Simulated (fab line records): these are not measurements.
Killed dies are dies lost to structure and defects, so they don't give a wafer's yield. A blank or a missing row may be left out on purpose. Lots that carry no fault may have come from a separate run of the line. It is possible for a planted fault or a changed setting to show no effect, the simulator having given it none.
fab line records	flow sky130
[record] lots = 7	wafers = 21	last-day = 51
route steps=708 shown POLY_CUT@317 SD_P@320 PAD_OPEN@708
lots that met no fault: taken from a fault-free run of the same line
start-h: the number of hours between the record's first day and the start of the first shown wafer of the lot	wait-h: hours from the lot's prior step to this one	" identical to the entry in the row above	L1.1+2: a single row standing in for several wafers	- no value present, or no start provided	* or withheld: withheld	< > ~ a bound
route shown NAME@n: a module of which the file shows steps, and the number in the route of the first	usual: mean and standard deviation over wafers with no fault	same: alike in all rows	chamber/n: place in a boat	sites: readings site by site	_std_site: how widely they spread, as a standard deviation	_edge_site: inner sites' mean taken away from outer sites' mean	radius-mm: how far each site lies from the wafer's centre	mask NAME#n: copy n	behind: tool/chamber where the wafer was last shaped	hold: what put the lot on hold/how long, in hours/how the hold closed	device: names the non-switching transistor (n, p or np)	end of line: the tests these same wafers got at the end of their route	a step without rows: its recipe alone	killed: dies that structure and defects cost at the first sort, which is not the same as the wafer's yield	map: a wafer's dies, x killed, . not, _ none there
set.NAME: the run value of the setting; set.NAME@STEP: its run value at that earlier step	model.NAME: the simulator's own value behind a step, which no gauge read
certain route steps with their lots: each step a table, each wafer a row
services: the hour from which a tool's chamber was out of use, counted from the record's first day as start-h (under 0 if before that day), plus the number of hours and why
[[steps]]
[step SKY_POLY_CUT_ETCH_10]
[recipe] chemistry = N2/H2	target = BARC	ion-energy-ev = 200	source-w = 500	bias-w = 100	pressure-mtorr = 30	n2-flow-sccm = 100	h2-flow-sccm = 200	stop-on = SiO2	time-s = 45.9	target-depth-a = 600
[usual] bias-w = 100.0/0.35	drypump-motor-current-A = 5.5/0.36	oes-product-au = 0.856/0.0045	throttle-valve-pct = 13.225/0.0099
lot.wafer	tool	chamber	start-h	wait-h	bias-w	drypump-motor-current-A	oes-product-au	rf-hours-counter-h	throttle-valve-pct
L253.1	rie-diel-03	3	617.00	0.0	99.4	5.9	0.854	37	13.234
L253.3	"	1	"	"	99.7	5.7	0.853	13	13.211
L253.4	"	2	"	"	100.0	6.0	0.858	-	13.248
L254.1	rie-diel-02	1	629.87	0.0	100.1	5.2	0.860	50	13.208
L254.3	"	1	"	"	99.5	5.2	0.851	-	13.217
L254.5	"	3	"	"	99.6	6.0	0.859	-	13.219
L258.1	rie-diel-02	3	662.15	0.0	100.0	6.0	0.854	3	13.200
L258.2	"	2	"	"	99.8	5.8	0.857	15	13.218
L258.4	"	0	"	"	100.0	5.3	0.856	4	13.202
L259.1	rie-diel-01	2	668.37	0.0	100.1	5.1	0.853	4	13.225
L259.3	"	0	"	"	99.4	5.2	0.857	9	13.238
L259.6	"	0	"	"	100.0	5.2	0.855	-	13.218
L260.3	rie-diel-01	1	681.65	0.0	100.0	5.2	0.866	10	13.226
L260.4	"	2	"	"	99.7	5.1	0.856	4	13.222
L260.5	"	1	"	"	100.0	5.3	0.860	-	13.231
L264.1	rie-diel-03	0	727.52	0.0	100.3	5.2	0.844	2	13.228
L264.2	"	1	"	"	100.1	5.7	0.853	16	13.213
L264.6	"	0	"	"	100.3	5.1	0.856	-	13.216
L268.3	rie-diel-03	0	784.12	0.0	99.7	5.1	0.853	4	13.216
L268.5	"	0	"	"	100.2	5.1	0.855	-	13.233
L268.6	"	2	"	"	99.3	6.0	0.858	-	13.233
[step SKY_POLY_CUT_ETCH_11]
[recipe] target = Si3N4	chemistry = CF4/CH2F2/Ar	stop-on = poly-Si	source-w = 600	bias-w = 150	pressure-mtorr = 40	cf4-flow-sccm = 40	ch2f2-flow-sccm = 20	Ar_flow_sccm = 150	time-s = 42.5	target-depth-a = 600
[usual] bias-w = 150.0/0.46	drypump-motor-current-A = 5.5/0.36	oes-product-au = 0.826/0.0064	throttle-valve-pct = 14.994/0.0091
lot.wafer	tool	chamber	start-h	wait-h	bias-w	drypump-motor-current-A	oes-product-au	rf-hours-counter-h	throttle-valve-pct
L253.1	rie-diel-03	3	617.04	0.0	148.5	5.9	0.822	37	15.001
L253.3	"	1	"	"	149.5	5.7	0.819	13	14.990
L253.4	"	2	"	"	150.5	6.0	0.832	-	14.989
L254.1	rie-diel-02	1	629.93	0.0	150.4	5.2	0.833	50	14.986
L254.3	"	1	"	"	149.8	5.2	0.827	-	14.996
L254.5	"	3	"	"	150.4	5.9	0.826	-	14.986
L258.1	rie-diel-02	3	662.19	0.0	149.9	5.9	0.831	3	14.995
L258.2	"	2	"	"	150.0	5.8	0.822	15	14.989
L258.4	"	0	"	"	150.5	5.3	0.829	4	14.989
L259.1	rie-diel-01	2	668.41	0.0	150.2	5.1	0.820	4	15.005
L259.3	"	0	"	"	149.7	5.2	0.828	9	14.999
L259.6	"	0	"	"	149.9	5.2	0.833	-	14.988
L260.3	rie-diel-01	1	681.70	0.0	149.6	5.3	0.816	10	15.000
L260.4	"	2	"	"	150.2	5.1	0.820	4	14.979
L260.5	"	1	"	"	149.8	5.3	0.827	-	14.999
L264.1	rie-diel-03	0	727.57	0.0	150.1	5.2	0.829	2	14.988
L264.2	"	1	"	"	150.0	5.7	0.825	16	14.980
L264.6	"	0	"	"	149.9	5.1	0.822	-	14.997
L268.3	rie-diel-03	0	784.17	0.0	150.1	5.1	0.829	4	14.993
L268.5	"	0	"	"	149.7	5.1	0.823	-	14.984
L268.6	"	2	"	"	150.1	6.0	0.828	-	14.994
[step SKY_POLY_CUT_STRIP_12]
[recipe] chemistry = O2/N2	power-w = 1400	pressure-mtorr = 1500	platen-temp-c = withheld	o2-flow-sccm = 3000	n2-flow-sccm = 300	overash-fraction = 0.5
[usual] drypump-motor-current-A = 5.8/0.39	oes-product-au = 0.452/0.0049	strip-time-to-endpoint-s = 5.370/0.017
lot.wafer	tool	chamber	start-h	wait-h	drypump-motor-current-A	oes-product-au	rf-hours-counter-h	strip-time-to-endpoint-s
L253.1	plasma-asher-03	1	617.08	0.0	5.3	0.441	18	5.349
L253.3	"	1	"	"	5.3	0.455	-	5.336
L253.4	"	0	"	"	6.0	0.450	-	5.347
L254.1	plasma-asher-02	1	629.99	0.0	5.9	0.453	51	5.359
L254.3	"	0	"	"	5.8	0.459	-	5.373
L254.5	"	1	"	"	5.9	0.450	-	5.396
L258.1	plasma-asher-02	1	662.24	0.0	5.9	0.448	54	5.364
L258.2	"	0	"	"	5.8	0.453	54	5.349
L258.4	"	1	"	"	5.9	0.450	-	5.382
L259.1	plasma-asher-01	0	668.45	0.0	6.7	0.454	98	5.375
L259.3	"	1	"	"	5.7	0.445	-	5.378
L259.6	"	1	"	"	5.7	0.445	-	5.358
L260.3	plasma-asher-03	0	681.77	0.1	6.1	0.456	-	5.380
L260.4	"	1	"	"	5.3	0.439	-	5.368
L260.5	"	1	"	"	5.4	0.448	-	5.367
L264.1	plasma-asher-02	1	727.61	0.0	6.0	0.444	61	5.325
L264.2	"	0	"	"	5.8	0.452	61	5.319
L264.6	"	0	"	"	5.8	0.454	-	5.356
L268.3	plasma-asher-02	0	784.24	0.1	5.8	0.445	-	5.335
L268.5	"	1	"	"	5.9	0.464	-	5.350
L268.6	"	0	"	"	5.8	0.453	-	5.355
[step SKY_SD_P_DEHYDRATE_00]
[recipe] temp-c = 200	time-s = 60
[step SKY_SD_P_HMDS_01]
[recipe] prime-time-s = 60	prime-temp-c = 120
[step SKY_SD_P_COAT_02]
[recipe] resist = NOVOLAK	spin-rpm = 3000	resist-thk-nm = 1140
[step SKY_SD_P_SOFTBAKE_03]
[recipe] temp-c = 90	time-s = 60	resist = NOVOLAK
[step SKY_SD_P_EXPOSE_04]
[recipe] mask-id = PSDM	na = 0.6	source-shape = conventional	sigma-outer = 0.6	polarization = unpolarized	target-cd-nm = 380	dose-mj = 138
[step SKY_SD_P_PEB_05]
[recipe] temp-c = withheld	time-s = *	resist = NOVOLAK
[step SKY_SD_P_DEVELOP_06]
[recipe] resist = NOVOLAK	developer = TMAH	develop-time-s = 60	dev-temp-c = 23
[step SKY_SD_P_CD_MEAS_07]
[recipe] target-cd-nm = 380
[usual] cd-nm = 379.4/2.2
lot.wafer	tool	chamber	start-h	wait-h	cd-nm
L253.1	cd-sem-01	-	645.24	0.1	384.8
L253.3	"	-	"	"	382.9
L253.4	"	-	"	"	382.8
L254.1	cd-sem-01	-	657.82	0.1	379.6
L254.3	"	-	"	"	381.6
L254.5	"	-	"	"	379.3
L258.1	cd-sem-01	-	689.69	0.1	380.1
L258.2	"	-	"	"	377.1
L258.4	"	-	"	"	378.7
L259.1	cd-sem-01	-	696.57	0.1	382.5
L259.3	"	-	"	"	385.0
L259.6	"	-	"	"	383.6
L260.3	cd-sem-01	-	709.33	0.1	379.7
L260.4	"	-	"	"	379.6
L260.5	"	-	"	"	376.9
L264.1	cd-sem-01	-	754.52	0.1	378.6
L264.2	"	-	"	"	379.5
L264.6	"	-	"	"	379.2
L268.3	cd-sem-01	-	810.96	0.1	380.3
L268.5	"	-	"	"	379.7
L268.6	"	-	"	"	382.1
[step SKY_SD_P_OVL_MEAS_08]
[usual] SD_P_OVL = 0.2/1.5
lot.wafer	tool	chamber	start-h	wait-h	SD_P_OVL[nm]
L253.1	overlay-01	-	645.36	0.1	3.0
L253.3	"	-	"	"	0.2
L253.4	"	-	"	"	1.8
L254.1	overlay-01	-	657.94	0.1	-1.2
L254.3	"	-	"	"	-1.5
L254.5	"	-	"	"	-0.1
L258.1	overlay-02	-	689.81	0.1	-2.1
L258.2	"	-	"	"	-2.7
L258.4	"	-	"	"	-2.8
L259.1	overlay-01	-	696.69	0.1	0.1
L259.3	"	-	"	"	0.7
L259.6	"	-	"	"	0.5
L260.3	overlay-01	-	709.42	0.1	-0.3
L260.4	"	-	"	"	1.8
L260.5	"	-	"	"	3.2
L264.1	overlay-02	-	754.64	0.1	-0.1
L264.2	"	-	"	"	0.5
L264.6	"	-	"	"	0.8
L268.3	overlay-01	-	811.05	0.1	-0.5
L268.5	"	-	"	"	0.2
L268.6	"	-	"	"	-1.1
[step SKY_SD_P_IMPLANT_09]
[recipe] species = BF2	energy-kev = 20	dose-cm2 = 3e+15	tilt-deg = 0
[usual] beam-energy-keV = 20.001/0.0068	tilt-deg = -0.002/0.02
lot.wafer	tool	chamber	start-h	wait-h	beam-energy-keV	tilt-deg	model.implant.drp-nm
L253.1	implanter-02	0	645.40	0.0	19.988	0.011	9.746
L253.3	"	0	"	"	19.995	0.014	9.746
L253.4	"	0	"	"	19.984	0.037	9.746
L254.1	implanter-04	0	658.25	0.3	20.000	0.012	9.746
L254.3	"	0	"	"	20.004	-0.016	9.746
L254.5	"	0	"	"	20.001	-0.026	9.746
L258.1	implanter-04	0	689.85	0.0	19.808	-0.028	9.676
L258.2	"	0	"	"	19.799	-0.029	9.676
L258.4	"	0	"	"	19.800	-0.031	9.676
L259.1	implanter-04	0	696.72	0.0	19.796	-0.020	9.676
L259.3	"	0	"	"	19.789	0.015	9.676
L259.6	"	0	"	"	19.807	-0.014	9.676
L260.3	implanter-04	0	709.50	0.1	19.792	0.012	9.676
L260.4	"	0	"	"	19.804	0.010	9.676
L260.5	"	0	"	"	19.794	0.018	9.676
L264.1	implanter-02	0	754.67	0.0	20.002	-0.017	9.746
L264.2	"	0	"	"	19.994	0.031	9.746
L264.6	"	0	"	"	19.992	0.008	9.746
L268.3	implanter-04	0	811.12	0.1	20.013	-0.009	9.746
L268.5	"	0	"	"	20.008	0.007	9.746
L268.6	"	0	"	"	20.000	0.008	9.746
[step SKY_SD_P_STRIP_10]
[recipe] chemistry = O2/N2	power-w = 1400	pressure-mtorr = 1500	platen-temp-c = withheld	o2-flow-sccm = 3000	n2-flow-sccm = 300	overash-fraction = 0.5
[usual] drypump-motor-current-A = 5.8/0.5	oes-product-au = 0.618/0.0048	strip-time-to-endpoint-s = 17.52/0.038
lot.wafer	tool	chamber	start-h	wait-h	drypump-motor-current-A	oes-product-au	rf-hours-counter-h	strip-time-to-endpoint-s
L253.1	plasma-asher-02	0	645.55	0.1	5.8	0.628	52	17.48
L253.3	"	1	"	"	6.0	0.615	-	17.50
L253.4	"	0	"	"	5.8	0.622	-	17.48
L254.1	plasma-asher-01	1	658.40	0.1	5.7	0.624	96	17.46
L254.3	"	0	"	"	6.7	0.621	-	17.54
L254.5	"	0	"	"	6.7	0.611	-	17.49
L258.1	plasma-asher-02	1	690.00	0.1	5.9	0.614	57	17.47
L258.2	"	0	"	"	5.8	0.623	57	17.49
L258.4	"	0	"	"	5.8	0.619	-	17.52
L259.1	plasma-asher-04	1	696.87	0.1	5.3	0.616	89	17.51
L259.3	"	1	"	"	5.3	0.614	-	17.50
L259.6	"	1	"	"	5.3	0.614	-	17.50
L260.3	plasma-asher-04	1	709.63	0.1	5.3	0.623	-	17.47
L260.4	"	0	"	"	5.3	0.620	-	17.48
L260.5	"	1	"	"	5.3	0.618	-	17.47
L264.1	plasma-asher-01	1	754.82	0.1	5.7	0.619	1	17.48
L264.2	"	0	"	"	6.7	0.619	1	17.49
L264.6	"	1	"	"	5.7	0.617	-	17.48
L268.3	plasma-asher-04	0	811.26	0.1	5.3	0.620	-	17.50
L268.5	"	1	"	"	5.3	0.618	-	17.48
L268.6	"	0	"	"	5.3	0.611	-	17.53
[step SKY_PAD_OPEN_PROBE_99]
[usual] killed_at_M0_to_M3 = 44/7.2	killed_at_M4_up = 3.1/1.7	killed-at-contacts = 24/5.2	killed-at-front-end = 15/4.1	killed-at-other = 0.3/0.61	killed-dies = 87/10	killed-open = 48/7.5	killed-short = 39/6.6
[same] gross-dies = 492	killed-at-back-side = 0
lot.wafer	tool	chamber	start-h	wait-h	killed_at_M0_to_M3	killed_at_M4_up	killed-at-contacts	killed-at-front-end	killed-at-other	killed-dies	killed-open	killed-short
L253.1	prober-01	-	1115.89	0.1	37	5	24	20	0	86	47	39
L253.3	prober-01	-	1115.99	0.2	34	2	19	17	0	72	48	24
L253.4	prober-01	-	1116.04	0.2	49	5	17	14	0	85	52	33
L259.1	prober-01	-	1149.39	0.1	47	3	26	21	1	98	56	42
L259.3	prober-01	-	1149.49	0.2	46	4	23	21	0	94	48	45
L259.6	prober-01	-	1149.64	0.2	41	7	22	7	0	77	44	31
L264.1	prober-02	-	1186.64	0.1	56	3	34	8	0	101	64	37
L264.2	prober-02	-	1186.69	0.1	40	6	24	17	0	87	54	33
L264.6	prober-02	-	1186.89	0.2	59	1	21	13	0	94	49	45
// killed by level:class
L253.1 CONTACT:geometric-particle:open=9 LI_CONTACT:geometric-particle:open=8 VIA1:geometric-particle:short=7 VIA1:geometric-particle:open=7 VIA2:geometric-particle:open=6 FIELD_ISO:geometric-particle:open=5 FIELD_ISO:geometric-particle:short=5 METAL2:geometric-particle:short=4
L253.3 VIA1:geometric-particle:open=12 LI_CONTACT:geometric-particle:open=7 FIELD_ISO:geometric-particle:short=6 CONTACT:geometric-particle:open=6 VIA3:geometric-particle:open=6 VIA2:geometric-particle:open=5 FIELD_ISO:geometric-particle:open=4 METAL2:geometric-particle:short=4
L253.4 VIA1:geometric-particle:open=11 CONTACT:geometric-particle:open=10 VIA3:geometric-particle:open=8 VIA2:geometric-particle:open=6 METAL1:geometric-particle:short=5 FIELD_ISO:geometric-particle:open=4 VIA1:geometric-particle:short=4 METAL2:geometric-particle:short=4
L259.1 VIA1:geometric-particle:open=19 CONTACT:geometric-particle:open=8 POLY_GATE:geometric-particle:open=7 LI_CONTACT:geometric-particle:open=7 FIELD_ISO:geometric-particle:open=6 METAL1:geometric-particle:short=6 METAL2:geometric-particle:short=5 LOCAL_INTERCONNECT:geometric-particle:short=5
L259.3 LI_CONTACT:geometric-particle:open=10 VIA1:geometric-particle:open=8 METAL1:geometric-particle:short=7 CONTACT:geometric-particle:open=6 FIELD_ISO:geometric-particle:open=5 POLY_GATE:geometric-particle:open=5 POLY_GATE:geometric-particle:short=5 VIA1:geometric-particle:short=5
L259.6 VIA1:geometric-particle:open=14 LI_CONTACT:geometric-particle:open=10 VIA3:geometric-particle:open=6 CONTACT:geometric-particle:open=5 METAL4:geometric-particle:short=5 LOCAL_INTERCONNECT:geometric-particle:short=4 METAL3:geometric-particle:short=4 VIA1:geometric-particle:short=4
L264.1 VIA1:geometric-particle:open=18 CONTACT:geometric-particle:open=15 VIA3:geometric-particle:open=8 LI_CONTACT:geometric-particle:open=6 METAL1:geometric-particle:short=6 VIA2:geometric-particle:open=6 LI_CONTACT:geometric-particle:short=5 CONTACT:geometric-particle:short=5
L264.2 VIA1:geometric-particle:open=11 CONTACT:geometric-particle:open=10 VIA2:geometric-particle:open=8 VIA1:geometric-particle:short=6 VIA3:geometric-particle:open=6 FIELD_ISO:geometric-particle:open=4 SPACER:geometric-particle:open=4 LI_CONTACT:geometric-particle:short=4
L264.6 VIA1:geometric-particle:open=15 LI_CONTACT:geometric-particle:open=10 VIA3:geometric-particle:open=9 VIA1:geometric-particle:short=7 METAL1:geometric-particle:short=6 METAL2:geometric-particle:short=6 LOCAL_INTERCONNECT:geometric-particle:short=5 VIA2:geometric-particle:open=5
[[services]]
tool	chamber	start-h	hours	kind
rie-diel-02	2	613.21	47.4	repair
implanter-04	-	618.78	4.9	pm
plasma-asher-02	-	619.10	2.8	pm
plasma-asher-02	-	626.37	1.7	repair
plasma-asher-01	-	632.17	2.4	repair
rie-diel-02	-	635.45	0.9	repair
rie-diel-02	3	638.18	1.3	repair
implanter-04	-	641.25	2.0	repair
rie-diel-03	1	660.88	10.4	repair
rie-diel-02	3	667.20	1.8	repair
rie-diel-02	-	667.82	0.4	repair
rie-diel-01	1	683.75	8.1	repair
rie-diel-02	3	696.50	7.9	repair
rie-diel-03	-	712.80	0.2	repair
implanter-04	-	719.09	3.9	pm
rie-diel-02	-	730.78	0.5	repair
plasma-asher-04	-	731.44	1.1	repair
plasma-asher-02	-	734.81	6.5	pm
implanter-04	-	756.53	26.1	pm
rie-diel-02	-	757.52	1.9	repair
rie-diel-01	2	757.74	1.7	repair
plasma-asher-02	-	784.65	7.7	repair
plasma-asher-02	-	798.64	3.3	repair
rie-diel-01	1	800.78	4.7	repair
[[key]]
[first-sign] step = SKY_SD_P_IMPLANT_09	reading = beam-energy-keV	direction = down	sigmas = 30	usual = *	struck = *
effect none on later readings
[model-effect] step = SKY_SD_P_IMPLANT_09	value = implant.drp-nm	without = 9.746	struck = 9.676
met-at SKY_SD_P_IMPLANT_09
struck-wafers L258.1,L258.2,L258.4,L259.1,L259.3,L259.6,L260.3,L260.4,L260.5
tester-left-out L258,L259,L260
onset-between 658.25 689.85
[fault] kind = process-parameter-drift	tool = implanter-04	chamber = -	onset-h = 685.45	steps = SKY_SD_P_IMPLANT_09	channel = energy-kev	offset = *	shape = step	end-h = 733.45	acts-in = *	stated = *
// tester-left-out: of these lots the tester's yield and bins aren't shown, on N5 and GAA mostly nor the transistor test; their killed dies are dies lost to structure and defects alone, not to doping, threshold or leakage, so they don't give the yield
